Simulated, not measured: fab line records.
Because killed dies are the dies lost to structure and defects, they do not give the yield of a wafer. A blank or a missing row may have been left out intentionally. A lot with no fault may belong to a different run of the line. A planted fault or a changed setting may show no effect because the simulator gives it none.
One fault through the eyes of 2 desks + flow gf180mcu + each desk holds nothing but its own numbers, with what lay behind them at the end

== THE METROLOGY DESK ==
Lot by lot, what the gauges showed, no matter which tool ran the lot: averages of those sampled wafers that carry a number. Any lot whose mean is over 4 standard deviations away from the usual mean is out of limits and marked OUT; that distance is given in the brackets.
Columns: A = V3_OVL at GF_V3_OVL_MEAS_15, usual 3 nm; B = V3_W_RS at GF_V3_RS_MEAS_24, usual 0.332 ohm/sq; C = V3_W_THK at GF_V3_THK_MEAS_25, usual 364 nm
| lot  | first seen here | A  | B     | C   |
|------|-----------------|----|-------|-----|
| L705 | day 24 14:23    | -2 | 0.333 | 355 |
| L707 | day 25 04:47    | 3  | 0.334 | 367 |
| L713 | day 26 18:59    | 10 | 0.331 | 367 |
| L716 | day 27 16:29    | 0  | 0.336 | 363 |
| L720 | day 28 22:59    | 2  | 0.333 | 367 |
| L722 | day 29 09:58    | -2 | 0.332 | 368 |
Result from this desk: across the 6 lots, nothing is out of limits.

== TOOL OWNER'S DESK, pvd_sputter-01 ==
The tool's own readings at GF_M4_SPUTTER_00 (material Ti, target thk 37.5 nm, time 150 s): means of the sampled wafers that have a number, for each lot that ran on this tool. Any lot whose mean is over 4 standard deviations away from the usual mean is out of limits and marked OUT; that distance is given in the brackets.
Columns: A = throttle_valve_pct at GF_M4_SPUTTER_00, usual 30.1 %
| lot  | first seen here | A    |
|------|-----------------|------|
| L705 | day 24 15:47    | 30.9 |
| L713 | day 26 20:22    | 30.3 |
| L716 | day 27 17:59    | 30.3 |
Result from this desk: across the 3 lots, nothing is out of limits.

== ALL TOGETHER ==
From the metrology desk's view, nothing was out of limits.
The desk of the tool owner found nothing out of limits.

== WHAT THE SIMULATOR PUT IN ==
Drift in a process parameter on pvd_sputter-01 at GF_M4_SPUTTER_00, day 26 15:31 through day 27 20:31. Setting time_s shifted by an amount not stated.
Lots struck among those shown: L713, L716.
